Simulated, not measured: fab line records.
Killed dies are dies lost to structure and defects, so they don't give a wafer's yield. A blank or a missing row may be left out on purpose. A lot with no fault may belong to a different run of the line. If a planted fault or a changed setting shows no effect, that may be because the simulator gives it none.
The tool behind it: which one? :: flow gf180mcu :: 11 lots with 33 wafers sampled at 5 steps, on a route of 602 steps

== WHAT THE GAUGES SHOWED, per wafer ==
GF_VT_IMPLANT_TW_MEAS_21. Usual: VT_IMPLANT_2_TW gives 1219 (standard deviation 10).
lot: L735
measured: day 6 13:04
on: film-metro-03
VT_IMPLANT_2_TW: 1230 1232 1225
flag: 

lot: L736
measured: day 6 18:56
on: film-metro-03
VT_IMPLANT_2_TW: 1227 1231 1227
flag: 

lot: L738
measured: day 7 08:07
on: film-metro-04
VT_IMPLANT_2_TW: 1221 1223 1217
flag: 

lot: L741
measured: day 8 02:51
on: film-metro-03
VT_IMPLANT_2_TW: 1227 1229 1235
flag: 

lot: L742
measured: day 8 09:08
on: film-metro-01
VT_IMPLANT_2_TW: 1203 1206 1201
flag: 

lot: L747
measured: day 9 15:31
on: film-metro-01
VT_IMPLANT_2_TW: 1211 1211 1208
flag: 

lot: L748
measured: day 9 21:52
on: film-metro-04
VT_IMPLANT_2_TW: 1222 1217 1208
flag: 

lot: L749
measured: day 10 05:47
on: film-metro-01
VT_IMPLANT_2_TW: 1210 1214 1214
flag: 

lot: L750
measured: day 10 10:49
on: film-metro-01
VT_IMPLANT_2_TW: 1212 1214 1213
flag: 

lot: L752
measured: day 11 00:28
on: film-metro-01
VT_IMPLANT_2_TW: 1217 1213 1218
flag: 

lot: L755
measured: day 11 17:18
on: film-metro-03
VT_IMPLANT_2_TW: 1231 1225 1227
flag: 

GF_POLY_GATE_THK_MEAS_01. Usual: POLY_GATE_CVD_00_THK gives 197.1 nm (standard deviation 2.1).
lot: L735
measured: day 8 18:19
on: film-metro-04
POLY_GATE_CVD_00_THK (nm): 194.8 194.2 194.2
flag: 

lot: L736
measured: day 9 00:32
on: film-metro-03
POLY_GATE_CVD_00_THK (nm): 197.1 197.5 196.6
flag: 

lot: L738
measured: day 9 14:53
on: film-metro-02
POLY_GATE_CVD_00_THK (nm): 199.0 196.2 198.5
flag: 

lot: L741
measured: day 10 13:01
on: film-metro-02
POLY_GATE_CVD_00_THK (nm): 197.2 198.8 198.4
flag: 

lot: L742
measured: day 10 18:15
on: film-metro-02
POLY_GATE_CVD_00_THK (nm): 192.9 194.2 194.0
flag: 

lot: L747
measured: day 12 06:28
on: film-metro-04
POLY_GATE_CVD_00_THK (nm): 199.4 199.6 198.7
flag: 

lot: L748
measured: day 12 11:52
on: film-metro-04
POLY_GATE_CVD_00_THK (nm): 149.1 149.7 150.3 149.2 149.8 150.3
flag: OFF

lot: L749
measured: day 12 22:30
on: film-metro-04
POLY_GATE_CVD_00_THK (nm): 144.4 145.1 147.0 144.5 145.2 147.0
flag: OFF

lot: L750
measured: day 13 03:25
on: film-metro-04
POLY_GATE_CVD_00_THK (nm): 196.2 198.5 196.7
flag: 

lot: L752
measured: day 13 16:23
on: film-metro-03
POLY_GATE_CVD_00_THK (nm): 198.9 199.5 199.2
flag: 

lot: L755
measured: day 14 10:41
on: film-metro-03
POLY_GATE_CVD_00_THK (nm): 197.3 199.1 198.8
flag: 

GF_POLY_GATE_CD_MEAS_10: the cd target is 280 nm. Usual: cd-nm at 280.3 nm, with a standard deviation of 1.4.
lot: L735
measured: day 9 12:04
on: cd-sem-02
cd-nm (nm): 279.4 278.5 279.9
flag: 

lot: L736
measured: day 9 17:23
on: cd-sem-02
cd-nm (nm): 279.8 280.2 281.1
flag: 

lot: L738
measured: day 10 08:13
on: cd-sem-01
cd-nm (nm): 279.7 280.0 279.4
flag: 

lot: L741
measured: day 11 06:56
on: cd-sem-01
cd-nm (nm): 278.3 278.6 278.4
flag: 

lot: L742
measured: day 11 13:10
on: cd-sem-01
cd-nm (nm): 283.6 282.8 282.6
flag: 

lot: L747
measured: day 13 02:05
on: cd-sem-01
cd-nm (nm): 283.0 282.7 281.3
flag: 

lot: L748
measured: day 13 07:37
on: cd-sem-01
cd-nm (nm): 281.3 280.8 281.6
flag: 

lot: L749
measured: day 13 18:38
on: cd-sem-02
cd-nm (nm): 277.6 276.6 276.8
flag: 

lot: L750
measured: day 13 23:22
on: cd-sem-02
cd-nm (nm): 281.1 280.7 280.7
flag: 

lot: L752
measured: day 14 13:38
on: cd-sem-02
cd-nm (nm): 280.2 280.7 280.6
flag: 

lot: L755
measured: day 15 07:38
on: cd-sem-01
cd-nm (nm): 282.1 280.9 280.6
flag: 

== TOOL THAT RAN EACH LOT (tool first, then ch and the chambers of the sampled wafers, then the start) ==
lot: L735
GF_VT_IMPLANT_RTA_45: rtp-anneal-02 ch 0, day 7 20:01
GF_POLY_GATE_CVD_00: lpcvd-01 ch 1, day 8 16:59

lot: L736
GF_VT_IMPLANT_RTA_45: rtp-anneal-02 ch 0, day 8 03:02
GF_POLY_GATE_CVD_00: lpcvd-01 ch 1, day 8 23:11

lot: L738
GF_VT_IMPLANT_RTA_45: rtp-anneal-01 ch 0, day 8 16:01
GF_POLY_GATE_CVD_00: lpcvd-01 ch 1, day 9 13:32

lot: L741
GF_VT_IMPLANT_RTA_45: rtp-anneal-02 ch 0, day 9 12:46
GF_POLY_GATE_CVD_00: lpcvd-01 ch 1, day 10 11:41

lot: L742
GF_VT_IMPLANT_RTA_45: rtp-anneal-02 ch 0, day 9 18:54
GF_POLY_GATE_CVD_00: lpcvd-02 ch 0, day 10 16:54

lot: L747
GF_VT_IMPLANT_RTA_45: rtp-anneal-01 ch 0, day 11 03:52
GF_POLY_GATE_CVD_00: lpcvd-02 ch 1, day 12 05:08

lot: L748
GF_VT_IMPLANT_RTA_45: rtp-anneal-02 ch 0, day 11 11:13
GF_POLY_GATE_CVD_00: lpcvd-01 ch 1, day 12 10:32

lot: L749
GF_VT_IMPLANT_RTA_45: rtp-anneal-01 ch 0, day 11 19:16
GF_POLY_GATE_CVD_00: lpcvd-01 ch 1, day 12 21:08

lot: L750
GF_VT_IMPLANT_RTA_45: rtp-anneal-02 ch 0, day 12 00:22
GF_POLY_GATE_CVD_00: lpcvd-02 ch 1, day 13 02:05

lot: L752
GF_VT_IMPLANT_RTA_45: rtp-anneal-01 ch 0, day 12 15:08
GF_POLY_GATE_CVD_00: lpcvd-01 ch 0, day 13 15:03

lot: L755
GF_VT_IMPLANT_RTA_45: rtp-anneal-01 ch 0, day 13 07:58
GF_POLY_GATE_CVD_00: lpcvd-02 ch 0, day 14 09:22
- GF_VT_IMPLANT_RTA_45: time 30 s.
- GF_POLY_GATE_CVD_00: deposits poly-Si, target thk 200 nm, time 1180 s.

== AS READ BY THE TOOLS THEMSELVES (means over the sampled wafers that have a number; for cases with no such wafer, the mark the record gives instead) ==
GF_VT_IMPLANT_RTA_45. Usual: lamp-power-pct 36.2 %, standard deviation 0.48; wafer_temp_C_max 1054.0, standard deviation 0.85.
lot: L735
tool: rtp-anneal-02
lamp-power-pct (%): 36.6
wafer_temp_C_max: 1054.7
flag: 

lot: L736
tool: rtp-anneal-02
lamp-power-pct (%): 36.7
wafer_temp_C_max: 1053.5
flag: 

lot: L738
tool: rtp-anneal-01
lamp-power-pct (%): 35.7
wafer_temp_C_max: 1053.0
flag: 

lot: L741
tool: rtp-anneal-02
lamp-power-pct (%): 36.7
wafer_temp_C_max: 1053.7
flag: 

lot: L742
tool: rtp-anneal-02
lamp-power-pct (%): 36.7
wafer_temp_C_max: 1053.5
flag: 

lot: L747
tool: rtp-anneal-01
lamp-power-pct (%): 35.6
wafer_temp_C_max: 1053.8
flag: 

lot: L748
tool: rtp-anneal-02
lamp-power-pct (%): 36.6
wafer_temp_C_max: 1052.9
flag: 

lot: L749
tool: rtp-anneal-01
lamp-power-pct (%): 35.7
wafer_temp_C_max: 1055.0
flag: 

lot: L750
tool: rtp-anneal-02
lamp-power-pct (%): 36.6
wafer_temp_C_max: 1053.0
flag: 

lot: L752
tool: rtp-anneal-01
lamp-power-pct (%): 35.7
wafer_temp_C_max: 1054.4
flag: 

lot: L755
tool: rtp-anneal-01
lamp-power-pct (%): 35.7
wafer_temp_C_max: 1054.3
flag: 

GF_POLY_GATE_CVD_00. Usual: spike-tc-bottom-C 644.5 C, standard deviation 1.7; spike-tc-centre-C 620.9 C, standard deviation 1.6; spike-tc-lower-C 620.0 C, standard deviation 1; spike-tc-top-C 640.1 C, standard deviation 1.8; spike-tc-upper-C 619.9 C, standard deviation 1.1; susceptor-temp-C 620.00 C, standard deviation 0.27.
lot: L735
tool: lpcvd-01
spike-tc-bottom-C (C): 643.9
spike-tc-centre-C (C): 619.6
spike-tc-lower-C (C): 620.7
spike-tc-top-C (C): 638.4
spike-tc-upper-C (C): 618.8
susceptor-temp-C (C): 619.68
flag: 

lot: L736
tool: lpcvd-01
spike-tc-bottom-C (C): 643.3
spike-tc-centre-C (C): 619.9
spike-tc-lower-C (C): 620.6
spike-tc-top-C (C): 639.5
spike-tc-upper-C (C): 619.8
susceptor-temp-C (C): 619.98
flag: 

lot: L738
tool: lpcvd-01
spike-tc-bottom-C (C): 643.3
spike-tc-centre-C (C): 619.1
spike-tc-lower-C (C): 619.1
spike-tc-top-C (C): 639.8
spike-tc-upper-C (C): 620.5
susceptor-temp-C (C): 620.19
flag: 

lot: L741
tool: lpcvd-01
spike-tc-bottom-C (C): 643.5
spike-tc-centre-C (C): 620.0
spike-tc-lower-C (C): 621.2
spike-tc-top-C (C): 640.0
spike-tc-upper-C (C): 621.1
susceptor-temp-C (C): 619.92
flag: 

lot: L742
tool: lpcvd-02
spike-tc-bottom-C (C): 643.7
spike-tc-centre-C (C): 620.1
spike-tc-lower-C (C): 620.0
spike-tc-top-C (C): 643.1
spike-tc-upper-C (C): 620.3
susceptor-temp-C (C): 619.99
flag: 

lot: L747
tool: lpcvd-02
spike-tc-bottom-C (C): 646.8
spike-tc-centre-C (C): 623.4
spike-tc-lower-C (C): 619.0
spike-tc-top-C (C): 640.5
spike-tc-upper-C (C): 619.4
susceptor-temp-C (C): 619.85
flag: 

lot: L748
tool: lpcvd-01
spike-tc-bottom-C (C): 630.7
spike-tc-centre-C (C): 607.4
spike-tc-lower-C (C): 606.7
spike-tc-top-C (C): 626.4
spike-tc-upper-C (C): 607.5
susceptor-temp-C (C): 606.98
flag: OFF

lot: L749
tool: lpcvd-01
spike-tc-bottom-C (C): 631.3
spike-tc-centre-C (C): 606.2
spike-tc-lower-C (C): 607.2
spike-tc-top-C (C): 626.6
spike-tc-upper-C (C): 607.1
susceptor-temp-C (C): 607.12
flag: OFF

lot: L750
tool: lpcvd-02
spike-tc-bottom-C (C): 646.4
spike-tc-centre-C (C): 622.7
spike-tc-lower-C (C): 621.0
spike-tc-top-C (C): 639.5
spike-tc-upper-C (C): 618.4
susceptor-temp-C (C): 619.63
flag: 

lot: L752
tool: lpcvd-01
spike-tc-bottom-C (C): 643.4
spike-tc-centre-C (C): 621.4
spike-tc-lower-C (C): 619.4
spike-tc-top-C (C): 640.5
spike-tc-upper-C (C): 620.3
susceptor-temp-C (C): 619.94
flag: 

lot: L755
tool: lpcvd-02
spike-tc-bottom-C (C): 644.2
spike-tc-centre-C (C): 620.9
spike-tc-lower-C (C): 620.7
spike-tc-top-C (C): 642.6
spike-tc-upper-C (C): 619.7
susceptor-temp-C (C): 619.72
flag: 

== THE ANSWER, worked out from the rows above alone ==
Rule: a lot is off if the mean of its wafers that have a number lies more than 3 standard deviations from the usual mean. A lot without any number at a reading at which 4 lots or more have one is off too. Any other lot the step has rows for is counted as sound. First the gauges in route order, then the tools' own readings, where a lot's mean is used as printed above. At the first step where some lot is off, the reading lying furthest off is the one used; lots without a number count as furthest.
Off: L748, L749, at GF_POLY_GATE_THK_MEAS_01 (POLY_GATE_CVD_00_THK).
If a tool, at a process step before that reading, ran all the lots that are off and no sound lot after the first of them, it fits. Not tried: the gauges at GF_POLY_GATE_THK_MEAS_01; whatever is off there is also off at GF_POLY_GATE_CVD_00, on other tools, and gauge error can't account for it. None of those tried fits.

== WHAT WAS PUT IN BY THE SIMULATOR ==
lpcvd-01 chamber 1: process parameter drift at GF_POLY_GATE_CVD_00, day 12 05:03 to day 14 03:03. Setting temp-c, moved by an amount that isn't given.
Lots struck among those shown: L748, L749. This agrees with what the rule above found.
